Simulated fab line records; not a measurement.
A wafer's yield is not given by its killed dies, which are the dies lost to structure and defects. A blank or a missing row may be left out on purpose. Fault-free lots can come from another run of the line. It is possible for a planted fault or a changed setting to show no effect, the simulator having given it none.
The tool behind it: which one?    flow gf180mcu    11 lots with 33 wafers sampled at 4 steps, on a route of 602 steps

== WHAT EACH GAUGE READ, for each wafer ==
GF_V1_BOW_MEAS_05.
lot   measured      on             V1_BOW (um)
L517  day 17 23:32  film_metro-03  79 92 80
L518  day 18 02:07  film_metro-02  79 75 82
L519  day 18 22:31  film_metro-02  85 92 84
L523  day 20 07:04  film_metro-03  88 86 83
L526  day 21 10:52  film_metro-03  72 82 77
L532  day 23 08:34  film_metro-03  79 85 85
L534  day 24 00:52  film_metro-03  63 54 56
L535  day 24 06:54  film_metro-03  52 56 52
L536  day 24 14:46  film_metro-03  58 56 65
L537  day 24 21:55  film_metro-02  80 81 83
L538  day 25 05:40  film_metro-03  72 78 79

== TOOL THAT RAN EACH LOT (tool first, then ch and the chambers of the sampled wafers, then the start) ==
lot   GF_PSD_STRIP_10                       GF_V1_CVD_00                      GF_V1_CVD_02
L517  plasma_asher-01 ch 0,1, day 14 23:37  hdpcvd-01 ch 0,1,2, day 17 22:56  pecvd-03 ch 0,1, day 17 23:04
L518  plasma_asher-01 ch 0,1, day 15 02:33  hdpcvd-02 ch 0,2, day 18 01:31    pecvd-03 ch 0,1, day 18 01:38
L519  plasma_asher-04 ch 0, day 15 19:20    hdpcvd-01 ch 0,1,2, day 18 21:57  pecvd-03 ch 0,1, day 18 22:05
L523  plasma_asher-01 ch 0,1, day 17 02:01  hdpcvd-01 ch 0,1,2, day 20 06:30  pecvd-03 ch 1,2, day 20 06:38
L526  plasma_asher-04 ch 0,1, day 18 04:22  hdpcvd-01 ch 0,1,2, day 21 10:16  pecvd-02 ch 1,2, day 21 10:25
L532  plasma_asher-01 ch 1, day 20 03:58    hdpcvd-01 ch 0,2, day 23 08:00    pecvd-04 ch 0,1,2, day 23 08:08
L534  plasma_asher-01 ch 0,1, day 20 21:52  hdpcvd-01 ch 0,1, day 24 00:16    pecvd-03 ch 0,1,2, day 24 00:24
L535  plasma_asher-01 ch 0,1, day 21 04:39  hdpcvd-01 ch 0,1,2, day 24 06:19  pecvd-04 ch 0,1,2, day 24 06:27
L536  plasma_asher-03 ch 0,1, day 21 13:50  hdpcvd-01 ch 1,2, day 24 14:11    pecvd-04 ch 0,1,2, day 24 14:19
L537  plasma_asher-01 ch 0,1, day 21 21:04  hdpcvd-01 ch 1,2, day 24 21:19    pecvd-04 ch 0,1,2, day 24 21:26
L538  plasma_asher-04 ch 0,1, day 22 05:29  hdpcvd-01 ch 1,2, day 25 05:03    pecvd-02 ch 1,2, day 25 05:11
- GF_PSD_STRIP_10: strips in O2/N2.
- GF_V1_CVD_00: deposits SiO2, target thk 600 nm, time 100 s.
- GF_V1_CVD_02: deposits SiO2 from TEOS, target thk 850 nm, time 94.851 s.

== THE ANSWER, worked out from the rows above alone ==
Rule: what is usual is taken from the lots themselves. Put in order of their means at a reading, lots are off if they are a third of the lots or fewer, leave a main group of 4 or more, and stand apart from it by a gap of 3 or more times the standard deviation of the main group's means; of several such gaps the widest counts. A main group whose means are all the same, to the digits that the tables above print for the reading, isn't used. Also off: a lot with no number at a reading for which 4 or more lots have one. Any other lot the step has rows for is counted as sound.
Off: at GF_V1_BOW_MEAS_05 (V1_BOW), L534, L535, L536. Mean 82 um and standard deviation 3.7 in the main group.
A tool fits if, at a process step before that reading, it ran every lot that is off, and no sound lot after the first of them. The gauges at GF_V1_BOW_MEAS_05 are tried like those tools. None of those tried fits.

== WHAT THE SIMULATOR HAD PUT IN ==
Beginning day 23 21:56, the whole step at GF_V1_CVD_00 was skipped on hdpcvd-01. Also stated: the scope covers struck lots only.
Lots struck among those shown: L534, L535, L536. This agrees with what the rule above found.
